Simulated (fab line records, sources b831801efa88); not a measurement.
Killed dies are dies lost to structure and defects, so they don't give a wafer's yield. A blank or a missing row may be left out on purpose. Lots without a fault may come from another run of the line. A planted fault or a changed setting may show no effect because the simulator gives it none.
Which tool did it? | flow sfq_line | 7 lots, 21 wafers sampled, at 3 steps of a route of 325

WHAT THE GAUGES READ, wafer by wafer
SFQ_M8_RS_MEAS_949: measures by four-point-probe.
lot  | measured     | on            | M8_AU_RS (ohm/sq)
L242 | day 79 20:13 | film_metro-01 | 0.1534 0.1535 0.1565
L245 | day 81 13:16 | film_metro-03 | 0.1510 0.1500 0.1505
L247 | day 82 02:59 | film_metro-01 | 0.1534 0.1539 0.1531
L256 | day 84 15:05 | film_metro-03 | 0.1540 0.1553 0.1203
L258 | day 84 20:03 | film_metro-01 | 0.1525 0.1543 0.1204
L261 | day 85 06:53 | film_metro-03 | 0.1532 0.1542 0.1516
L264 | day 86 06:53 | film_metro-04 | 0.1540 0.1533 0.1522

WHICH TOOL RAN EACH LOT (tool, then ch and the chambers of the sampled wafers, then the start)
lot  | SFQ_TRILAYER_M6_STRIP_STRIP_163   | SFQ_TRILAYER_M8_DEP_EVAP_196
L242 | rie_metal-04 ch 0,1, day 66 14:37 | pvd_sputter-01, day 79 19:41
L245 | rie_metal-04 ch 0,1, day 68 12:53 | pvd_sputter-01, day 81 12:44
L247 | rie_metal-03 ch 0,1, day 68 16:29 | pvd_sputter-01, day 82 02:27
L256 | rie_metal-01 ch 0,1, day 70 05:50 | pvd_sputter-02, day 84 14:35
L258 | rie_metal-01 ch 0, day 70 08:14   | pvd_sputter-02, day 84 19:31
L261 | rie_metal-03 ch 1, day 70 21:49   | pvd_sputter-01, day 85 06:20
L264 | rie_metal-03 ch 0,1, day 73 13:10 | pvd_sputter-01, day 86 06:23
- SFQ_TRILAYER_M6_STRIP_STRIP_163: strips in O2.
- SFQ_TRILAYER_M8_DEP_EVAP_196: material Au, target thk 180 nm, time 900 s.

THE ANSWER, worked out from the rows above alone
Rule: what is usual is taken from the lots themselves. Put in order of their means at a reading, lots are off if they are a third of the lots or fewer, leave a main group of 4 or more, and stand apart from it by a gap of 3 or more times the standard deviation of the main group's means; of several such gaps the widest counts. A main group whose means are all the same, to the digits that the tables above print for the reading, isn't used. A lot without any number at a reading at which 4 lots or more have one is off too. The other lots that the step has rows for count as sound.
Off: L256, L258, at SFQ_M8_RS_MEAS_949 (M8_AU_RS). The main group: mean 0.1529 ohm/sq, standard deviation 0.0013.
A tool fits if, at a process step before that reading, it ran every lot that is off, and no sound lot after the first of them. The gauges at SFQ_M8_RS_MEAS_949 are tried like those tools. Can't be told from this: 2 tools fit, rie_metal-01 at SFQ_TRILAYER_M6_STRIP_STRIP_163, pvd_sputter-02 at SFQ_TRILAYER_M8_DEP_EVAP_196.

WHAT THE SIMULATOR HAD PUT IN
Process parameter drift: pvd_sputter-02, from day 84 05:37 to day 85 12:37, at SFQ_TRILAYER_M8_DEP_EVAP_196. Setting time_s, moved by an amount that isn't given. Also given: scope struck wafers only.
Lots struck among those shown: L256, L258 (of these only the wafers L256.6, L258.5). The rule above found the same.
